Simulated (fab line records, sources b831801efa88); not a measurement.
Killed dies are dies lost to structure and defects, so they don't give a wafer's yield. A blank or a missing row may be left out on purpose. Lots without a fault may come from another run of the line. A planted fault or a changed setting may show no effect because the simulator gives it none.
Split-lot experiment | flow sfq_line | 5 lots, 23 wafers read, on a route of 325 steps

THE SPLIT
At SFQ_TRILAYER_I0_VIA_LITHO_PEB_034 (peb time 60 s), the setting peb_time_s was moved away from the recipe's 60 s on 8 of the 23 wafers read, by -14.3% to -3.8%. The other wafers ran this setting at the recipe's value.

FROM THE SPLIT TO THE READING: what the file shows between them, 2 steps
- SFQ_TRILAYER_I0_VIA_LITHO_DEVELOP_033: time 60 s
- SFQ_TRILAYER_I0_VIA_BARC_OPEN_VIA_ETCH_046: etches BARC in O2, target depth 125 nm, time 43.31 s

THE READING
I0.cd_nm (the simulator's own value, which no gauge read), in nm, at SFQ_TRILAYER_I0_VIA_ETCH_VIA_ETCH_034 (etches SiO2 in CHF3, stops on Nb, target depth 260 nm). The file gives no usual value for it. The 15 wafers here that ran the recipe average 500.3 nm, standard deviation 1.7 nm.

wafer  | tool, chamber at the split | peb_time_s as run, s | against the recipe | I0.cd_nm, nm | against lot-mates on the recipe
L076.1 | litho_track-04, 0          | 60                   | recipe             | 498.8        | -
L076.2 | litho_track-04, 0          | 60                   | recipe             | 499.2        | -
L076.3 | litho_track-04, 0          | 60                   | recipe             | 498.6        | -
L076.4 | litho_track-04, 0          | 60                   | recipe             | 501.1        | -
L076.5 | litho_track-04, 0          | 60                   | recipe             | 499.1        | -
L079.1 | litho_track-04, 0          | 60                   | recipe             | 501.4        | -
L079.2 | litho_track-04, 0          | 60                   | recipe             | 501          | -
L079.4 | litho_track-04, 0          | 55.65                | -7.3%              | 489.6        | -11.2
L079.5 | litho_track-04, 0          | 55.65                | -7.3%              | 492.2        | -8.6
L079.6 | litho_track-04, 0          | 60                   | recipe             | 499.9        | -
L080.1 | litho_track-04, 0          | 60                   | recipe             | 502.8        | -
L080.2 | litho_track-04, 0          | 57.71                | -3.8%              | 494.5        | -7.9
L080.3 | litho_track-04, 0          | 57.71                | -3.8%              | 495.1        | -7.3
L080.4 | litho_track-04, 0          | 57.71                | -3.8%              | 495.4        | -7.0
L080.6 | litho_track-04, 0          | 60                   | recipe             | 502          | -
L083.1 | litho_track-03, 0          | 60                   | recipe             | 498.2        | -
L083.5 | litho_track-03, 0          | 60                   | recipe             | 500.1        | -
L083.6 | litho_track-03, 0          | 60                   | recipe             | 497.5        | -
L085.2 | litho_track-03, 0          | 51.4                 | -14.3%             | 477.7        | -25.0
L085.3 | litho_track-03, 0          | 60                   | recipe             | 502.8        | -
L085.4 | litho_track-03, 0          | 51.4                 | -14.3%             | 480.3        | -22.4
L085.5 | litho_track-03, 0          | 51.4                 | -14.3%             | 478.9        | -23.8
L085.6 | litho_track-03, 0          | 60                   | recipe             | 502.6        | -

THE FIT
A straight line over all 23 wafers: I0.cd_nm changes by +1.47 nm for each +1% of peb_time_s; r = +0.98; the points scatter about the line by 1.6 nm.
The same after taking each lot's own level away (the mean of its wafers on the recipe; 23 wafers): +1.63 nm for each +1%; r = +0.99; scatter 1.2 nm.
On that fit, the largest move of peb_time_s shifts the reading by 23 nm.
The lots' own levels span 498.60 to 502.70 nm, that is 2.4 times the standard deviation above.
So the lot-to-lot level changes the slope little: the two slopes agree.
Check: with one of the wafers moved furthest among these (-14.3%) left out of the fit, the line predicts -22.8 nm for it against its lot-mates. It came out at -25 nm against them.

OTHER SPLITS ON THESE WAFERS
These wafers also went through other splits before the reading. Each is held against what the fit with the lots' levels taken away leaves over:
other split on the same wafers                 | wafers away from the commonest value | r with I0.cd_nm (lot level and that fit taken away)
SFQ_TRILAYER_L0_LITHO_COAT_010 resist_thk_nm   | 12                                   | -0.23
SFQ_TRILAYER_L0_LITHO_COAT_005 spin_rpm        | 10                                   | +0.20
SFQ_TRILAYER_M0_DEP_SPUTTER_019 power_w        | 8                                    | +0.04
SFQ_TRILAYER_M0_LITHO_COAT_026 spin_rpm        | 7                                    | -0.19
SFQ_TRILAYER_I0_CMP_CMP_028 leave_above_ref_nm | 6                                    | +0.29

THE WHOLE CHAIN: every reading that the file lists as answering this split, in the file's order
step                                       | what it does                                          | reading                                                   | change (the file's fit)              | r (the file's)
SFQ_TRILAYER_I0_VIA_BARC_OPEN_VIA_ETCH_046 | etches BARC in O2, target depth 125 nm, time 43.31 s  | I0.cd_nm (the simulator's own value, which no gauge read) | +1.68 nm for each +1% of the setting | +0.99
SFQ_TRILAYER_I0_VIA_ETCH_VIA_ETCH_034      | etches SiO2 in CHF3, stops on Nb, target depth 260 nm | I0.cd_nm (the simulator's own value, which no gauge read) | +1.61 nm for each +1% of the setting | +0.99

THE FILE'S OWN FIT
I0.cd_nm changes by +1.61 nm for each +1% of peb_time_s, r = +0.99.
